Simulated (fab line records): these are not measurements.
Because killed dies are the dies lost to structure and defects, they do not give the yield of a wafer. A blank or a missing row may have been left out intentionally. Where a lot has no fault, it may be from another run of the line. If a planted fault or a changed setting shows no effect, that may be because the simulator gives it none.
fab line records -- flow sfq-line
[record] lots = 7, wafers = 19, last-day = 81
route steps=325 shown I6@280 M7@281
lots that met no fault: from a run of the same line without faults
start-h: the number of hours between the record's first day and the start of the first shown wafer of the lot -- wait-h: how many hours have passed since the lot's step before this one -- " same as the row above -- L1.1+2: one row covering several wafers at once -- - value missing, or start not given -- * or withheld: withheld -- < > ~ a bound
route shown NAME@n: names a module that has steps shown in the file, with the first one's number in the route -- usual: the fault-free wafers' mean and standard deviation -- same: alike in all rows -- chamber/n: place in a boat -- sites: per-site readings -- _std_site: standard deviation of those values -- _edge_site: outer sites' mean less inner sites' -- radius-mm: for every site, how far away it sits from the centre of the wafer -- mask NAME#n: copy n -- behind: tool/chamber where the wafer was last shaped -- hold: cause of the lot's hold/its duration in hours/its outcome -- device: the n, p or np transistor that did not switch -- end of line: the same wafers' tests at the end of the route -- a step without rows: its recipe alone -- killed: dies lost to structure and defects at the first sort, not the wafer's yield -- map: shows each die of a wafer: x if killed, . if not, _ if none is there
set.NAME: the run value of the setting; set.NAME@STEP: its run value at that earlier step -- model.NAME: the simulator's own value behind a step, which no gauge read
a table for each step, a row for each wafer; lots at some steps of the route
services: the hour from which a tool's chamber was out of use, counted from the record's first day as start-h (under 0 if before that day), plus the number of hours and why
[[steps]]
[step SFQ_TRILAYER_I6_VIA_STRIP_SOLV_CLEAN_174]
[recipe] chemistry = NMP, temp-c = 70, time-s = 600
[step SFQ_TRILAYER_M7_DEP_PRE_CLEAN_176]
[recipe] gas = Ar, time-s = 22.5, bias-v = 250
[step SFQ_TRILAYER_M7_DEP_SPUTTER_175]
[recipe] material = Nb, base-pressure-pa = 1.33e-06, chamber-pressure-pa = 0.1333, substrate-temp-c = 20, target-thk-nm = 200, power-w = 2000, time-s = 133.3
[usual] cathode-dc-power-W = 2000.0/0.39, throttle-valve-pct = 30.2/1.4
lot.wafer,tool,chamber,start-h,wait-h,cathode-dc-power-W,throttle-valve-pct
L188.2,pvd-sputter-06,-,1502.89,0.0,2000.5,28.7
L188.6,pvd-sputter-06,-,1502.89,0.0,2000.2,29.0
L189.2,pvd-sputter-04,-,1507.09,0.0,2000.0,30.3
L189.4,pvd-sputter-04,-,1507.09,0.0,1999.9,31.6
L193.2,pvd-sputter-06,-,1525.00,0.0,1999.5,29.0
L193.3,pvd-sputter-06,-,1525.00,0.0,2000.1,28.9
L193.6,pvd-sputter-06,-,1525.00,0.0,2000.0,28.8
L195.2,pvd-sputter-04,-,1560.78,0.0,1999.8,31.0
L195.5,pvd-sputter-04,-,1560.78,0.0,2000.5,31.6
L195.6,pvd-sputter-04,-,1560.78,0.0,1999.5,31.1
L200.2,pvd-sputter-06,-,1747.64,0.0,2000.2,28.8
L200.4,pvd-sputter-06,-,1747.64,0.0,1999.9,28.7
L200.6,pvd-sputter-06,-,1747.64,0.0,2000.7,29.0
L203.4,pvd-sputter-04,-,1760.29,0.0,2000.0,31.5
L203.5,pvd-sputter-04,-,1760.29,0.0,2000.1,31.8
L203.6,pvd-sputter-04,-,1760.29,0.0,2000.2,30.4
L205.1,pvd-sputter-04,-,1765.13,0.0,1999.5,30.4
L205.3,pvd-sputter-04,-,1765.13,0.0,2000.1,31.0
L205.6,pvd-sputter-04,-,1765.13,0.0,2000.4,31.9
[step SFQ_M7_RS_MEAS_943]
[recipe] thk-meas-gauge = four-point-probe, reads = Nb_of_TRILAYER_M7_DEP_SPUTTER_175
[usual] M7_NB_RS = 0.885/0.011
lot.wafer,tool,chamber,start-h,wait-h,M7_NB_RS[ohm/sq]
L188.2,film-metro-04,-,1503.00,0.1,0.910
L188.6,film-metro-04,-,1503.00,0.1,0.902
L189.2,film-metro-04,-,1507.20,0.1,0.890
L189.4,film-metro-04,-,1507.20,0.1,0.893
L193.2,film-metro-01,-,1525.12,0.1,0.884
L193.3,film-metro-01,-,1525.12,0.1,0.876
L193.6,film-metro-01,-,1525.12,0.1,0.884
L195.2,film-metro-04,-,1560.89,0.1,0.873
L195.5,film-metro-04,-,1560.89,0.1,0.876
L195.6,film-metro-04,-,1560.89,0.1,0.861
L200.2,film-metro-04,-,1747.76,0.1,0.896
L200.4,film-metro-04,-,1747.76,0.1,0.887
L200.6,film-metro-04,-,1747.76,0.1,0.890
L203.4,film-metro-02,-,1760.45,0.1,0.882
L203.5,film-metro-02,-,1760.45,0.1,0.889
L203.6,film-metro-02,-,1760.45,0.1,0.888
L205.1,film-metro-02,-,1765.22,0.0,0.902
L205.3,film-metro-02,-,1765.22,0.0,0.891
L205.6,film-metro-02,-,1765.22,0.0,0.896
[step SFQ_TRILAYER_M7_LITHO_COAT_182]
[recipe] resist = BARC, spin-rpm = 3000, resist-thk-nm = 62
[step SFQ_TRILAYER_M7_LITHO_COAT_177]
[recipe] resist = KrF, spin-rpm = 3000, resist-thk-nm = 600
[step SFQ_TRILAYER_M7_LITHO_SOFTBAKE_181]
[recipe] temp-c = withheld, time-s = withheld, resist = KrF
[step SFQ_TRILAYER_M7_LITHO_EXPOSE_178]
[recipe] mask-id = M7, na = 0.6, source-shape = conventional, sigma-outer = 0.65, target-cd-nm = 500, dose-mj = 14.4
[step SFQ_TRILAYER_M7_LITHO_PEB_180]
[recipe] peb-temp-c = 115, peb-time-s = 60, resist = KrF
[step SFQ_TRILAYER_M7_LITHO_DEVELOP_179]
[recipe] time-s = 60, resist = KrF
[step SFQ_M7_OVL_MEAS_945]
[usual] M7_OVL = 0/7
lot.wafer,tool,chamber,start-h,wait-h,M7_OVL[nm]
L188.2,overlay-02,-,1598.75,0.1,0
L188.6,overlay-02,-,1598.75,0.1,4
L189.2,overlay-02,-,1605.95,0.1,-3
L189.4,overlay-02,-,1605.95,0.1,0
L193.2,overlay-01,-,1622.60,0.1,14
L193.3,overlay-01,-,1622.60,0.1,7
L193.6,overlay-01,-,1622.60,0.1,10
L195.2,overlay-01,-,1628.60,0.1,4
L195.5,overlay-01,-,1628.60,0.1,4
L195.6,overlay-01,-,1628.60,0.1,-2
L200.2,overlay-01,-,1773.55,0.1,-4
L200.4,overlay-01,-,1773.55,0.1,-6
L200.6,overlay-01,-,1773.55,0.1,-5
L203.4,overlay-01,-,1778.36,0.1,5
L203.5,overlay-01,-,1778.36,0.1,7
L203.6,overlay-01,-,1778.36,0.1,2
L205.1,overlay-02,-,1783.14,0.1,-10
L205.3,overlay-02,-,1783.14,0.1,-8
L205.6,overlay-02,-,1783.14,0.1,-5
[step SFQ_TRILAYER_M7_BARC_OPEN_METAL_ETCH_229]
[recipe] mask-material = PR, chemistry = O2, target-depth-nm = 125, target = BARC, icp-w = 600, bias-w = 80, pressure-mtorr = 10, time-s = 41.7
[usual] chamber-pressure-mTorr = 10.000/0.0092, drypump-motor-current-A = 5.9/0.46, he-backside-leak-sccm = 3.5/0.34, oes-product-au = 0.685/0.0043
lot.wafer,tool,chamber,start-h,wait-h,chamber-pressure-mTorr,drypump-motor-current-A,he-backside-leak-sccm,oes-product-au,rf-hours-counter-h,model.KrF_of_TRILAYER_M7_LITHO_COAT_177.thk-nm
L188.2,rie-metal-03,0,1598.78,0.0,10.011,5.5,3.5,0.684,107,525.3
L188.6,rie-metal-03,1,1598.78,0.0,10.007,6.3,3.5,0.691,-,504.1
L189.2,rie-metal-03,1,1605.98,0.0,10.004,6.3,3.7,0.689,71,521.3
L189.4,rie-metal-03,1,1605.98,0.0,10.008,6.3,3.7,0.685,-,503.9
L193.2,rie-metal-03,0,1622.63,0.0,9.996,5.5,3.4,0.691,110,519.6
L193.3,rie-metal-03,1,1622.63,0.0,10.003,6.3,3.5,0.688,-,520.8
L193.6,rie-metal-03,1,1622.63,0.0,9.996,6.3,3.3,0.684,-,499.1
L195.2,rie-metal-04,1,1628.63,0.0,10.002,5.7,3.4,0.680,100,521.5
L195.5,rie-metal-04,1,1628.63,0.0,9.986,5.7,3.5,0.681,-,523.8
L195.6,rie-metal-04,0,1628.63,0.0,9.979,6.4,3.3,0.688,-,521
L200.2,rie-metal-02,1,1773.58,0.0,10.011,5.2,3.2,0.683,99,522.5
L200.4,rie-metal-02,0,1773.58,0.0,9.993,6.5,3.4,0.684,-,520.3
L200.6,rie-metal-02,1,1773.58,0.0,10.004,5.2,3.3,0.689,-,522.7
L203.4,rie-metal-02,0,1778.40,0.0,10.000,6.5,5.6,0.690,-,520.9
L203.5,rie-metal-02,0,1778.40,0.0,9.988,6.5,3.4,0.687,-,519.4
L203.6,rie-metal-02,1,1778.40,0.0,10.015,5.2,3.4,0.688,-,521.7
L205.1,rie-metal-03,0,1783.18,0.0,9.997,5.6,3.4,0.686,132,521.3
L205.3,rie-metal-03,0,1783.18,0.0,10.005,5.6,3.5,0.685,-,525
L205.6,rie-metal-03,1,1783.18,0.0,10.018,6.3,3.6,0.689,-,522.3
[step SFQ_TRILAYER_M7_ETCH_METAL_ETCH_180]
[recipe] target = Nb, stop-on = SiO2, mask-material = PR, chemistry = Cl2/Ar, target-depth-nm = 240, icp-w = 600, bias-w = 80, pressure-mtorr = 10, time-s = 120
[usual] chamber-pressure-mTorr = 10.001/0.0092, drypump-motor-current-A = 5.9/0.46, he-backside-leak-sccm = 3.42/0.13, oes-product-au = 0.896/0.0075
lot.wafer,tool,chamber,start-h,wait-h,chamber-pressure-mTorr,drypump-motor-current-A,he-backside-leak-sccm,oes-product-au,rf-hours-counter-h,model.KrF_of_TRILAYER_M7_LITHO_COAT_177.thk-nm
L188.2,rie-metal-03,0,1598.84,0.0,9.985,5.6,3.41,0.883,107,382.9
L188.6,rie-metal-03,1,1598.84,0.0,9.994,6.3,3.36,0.890,-,360.5
L189.2,rie-metal-03,1,1606.04,0.0,10.010,6.3,3.53,0.901,71,379.2
L189.4,rie-metal-03,1,1606.04,0.0,9.982,6.3,3.39,0.890,-,359.8
L193.2,rie-metal-03,0,1622.69,0.0,10.007,5.6,3.43,0.892,110,378.8
L193.3,rie-metal-03,1,1622.69,0.0,9.989,6.3,3.58,0.898,-,377.3
L193.6,rie-metal-03,1,1622.69,0.0,10.011,6.3,3.55,0.898,-,354.9
L195.2,rie-metal-04,1,1628.69,0.0,10.006,5.7,3.51,0.902,100,379.7
L195.5,rie-metal-04,1,1628.69,0.0,10.006,5.7,3.34,0.897,-,381.7
L195.6,rie-metal-04,0,1628.69,0.0,9.998,6.4,3.45,0.910,-,378.5
L200.2,rie-metal-02,1,1773.64,0.0,9.989,5.2,3.49,0.886,99,380.3
L200.4,rie-metal-02,0,1773.64,0.0,9.996,6.5,3.39,0.896,-,376
L200.6,rie-metal-02,1,1773.64,0.0,10.000,5.2,3.49,0.899,-,382.8
L203.4,rie-metal-02,0,1778.48,0.1,9.998,6.5,3.39,0.904,-,376.8
L203.5,rie-metal-02,0,1778.48,0.1,9.989,6.5,3.42,0.892,-,375.1
L203.6,rie-metal-02,1,1778.48,0.1,10.002,5.2,3.50,0.894,-,380.5
L205.1,rie-metal-03,0,1783.24,0.0,10.009,5.5,3.59,0.887,132,381.8
L205.3,rie-metal-03,0,1783.24,0.0,10.010,5.5,3.50,0.886,-,385.8
L205.6,rie-metal-03,1,1783.24,0.0,10.010,6.3,3.59,0.890,-,377.5
[step SFQ_TRILAYER_M7_STRIP_STRIP_181]
[recipe] gas = O2, power-w = 200, platen-temp-c = 40, overash-fraction = 0.65, chemistry = O2, pressure-mtorr = 50
[usual] chamber-pressure-mTorr = 50.00/0.048, drypump-motor-current-A = 5.9/0.46, he-backside-leak-sccm = 3.47/0.14, oes-product-au = 1.005/0.0089
lot.wafer,tool,chamber,start-h,wait-h,chamber-pressure-mTorr,drypump-motor-current-A,he-backside-leak-sccm,oes-product-au,rf-hours-counter-h
L188.2,rie-metal-03,0,1598.97,0.1,49.94,5.6,3.57,0.996,107
L188.6,rie-metal-03,1,1598.97,0.1,50.03,6.3,3.34,1.018,-
L189.2,rie-metal-03,1,1606.17,0.1,49.97,6.3,3.57,1.015,71
L189.4,rie-metal-03,1,1606.17,0.1,49.99,6.3,3.53,1.016,-
L193.2,rie-metal-03,0,1622.81,0.1,49.99,5.6,3.56,1.002,110
L193.3,rie-metal-03,1,1622.81,0.1,49.93,6.3,3.41,1.010,-
L193.6,rie-metal-03,1,1622.81,0.1,50.01,6.3,3.63,1.020,-
L195.2,rie-metal-04,1,1628.81,0.1,49.95,5.7,3.43,1.001,100
L195.5,rie-metal-04,1,1628.81,0.1,50.01,5.7,3.33,1.010,-
L195.6,rie-metal-04,0,1628.81,0.1,49.99,6.3,3.34,0.998,-
L200.2,rie-metal-02,1,1773.76,0.1,50.05,5.2,3.56,0.995,99
L200.4,rie-metal-02,0,1773.76,0.1,49.98,6.5,3.35,1.010,-
L200.6,rie-metal-02,1,1773.76,0.1,50.08,5.2,3.57,0.997,-
L203.4,rie-metal-02,0,1778.76,0.2,50.04,6.5,3.40,1.017,-
L203.5,rie-metal-02,0,1778.76,0.2,50.06,6.5,3.45,1.018,-
L203.6,rie-metal-02,1,1778.76,0.2,50.03,5.2,3.68,1.009,-
L205.1,rie-metal-03,0,1783.36,0.1,50.00,5.6,3.53,0.989,132
L205.3,rie-metal-03,0,1783.36,0.1,49.99,5.5,3.54,0.991,-
L205.6,rie-metal-03,1,1783.36,0.1,50.06,6.3,3.72,1.013,-
[[services]]
tool,chamber,start-h,hours,kind
rie-metal-03,1,1490.74,13.0,repair
pvd-sputter-04,3,1523.04,-,consumable-replace:kit
pvd-sputter-04,3,1523.04,18.0,scheduled-down
pvd-sputter-04,3,1523.04,18.0,vent-cycle
pvd-sputter-06,-,1548.24,86.3,repair
rie-metal-04,0,1556.05,-,clean
rie-metal-04,0,1556.05,-,consumable-replace:focus-ring
pvd-sputter-04,-,1571.78,6.2,repair
rie-metal-04,-,1576.27,0.4,repair
pvd-sputter-04,-,1584.61,20.2,repair
rie-metal-02,-,1603.00,3.8,repair
rie-metal-02,-,1624.61,2.8,pm
rie-metal-03,-,1649.64,4.3,pm
rie-metal-03,0,1660.05,4.1,repair
pvd-sputter-06,-,1690.92,3.0,repair
pvd-sputter-04,-,1691.38,0.5,repair
rie-metal-02,1,1699.75,17.9,repair
rie-metal-03,0,1702.99,9.1,repair
rie-metal-03,-,1709.06,2.0,repair
pvd-sputter-04,-,1748.72,1.1,repair
rie-metal-04,0,1758.31,10.0,repair
rie-metal-03,-,1758.80,0.3,repair
pvd-sputter-06,-,1763.03,0.6,repair
pvd-sputter-06,-,1769.52,0.7,repair
[[key]]
first-sign none at tools or gauges
[model-effect] step = SFQ_TRILAYER_M7_BARC_OPEN_METAL_ETCH_229, value = KrF_of_TRILAYER_M7_LITHO_COAT_177.thk-nm, without = 522, struck = 502.4
[model-effect] step = SFQ_TRILAYER_M7_ETCH_METAL_ETCH_180, value = KrF_of_TRILAYER_M7_LITHO_COAT_177.thk-nm, without = 377.9, struck = 358.4
met-at SFQ_TRILAYER_M7_BARC_OPEN_METAL_ETCH_229
struck-wafers L188.6,L189.4,L193.6
[fault] kind = process-parameter-drift, tool = rie-metal-03, chamber = -, onset-h = 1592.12, steps = SFQ_TRILAYER_M7_BARC_OPEN_METAL_ETCH_229, channel = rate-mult, offset = 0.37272, shape = step, end-h = 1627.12, scope = struck-wafers-only
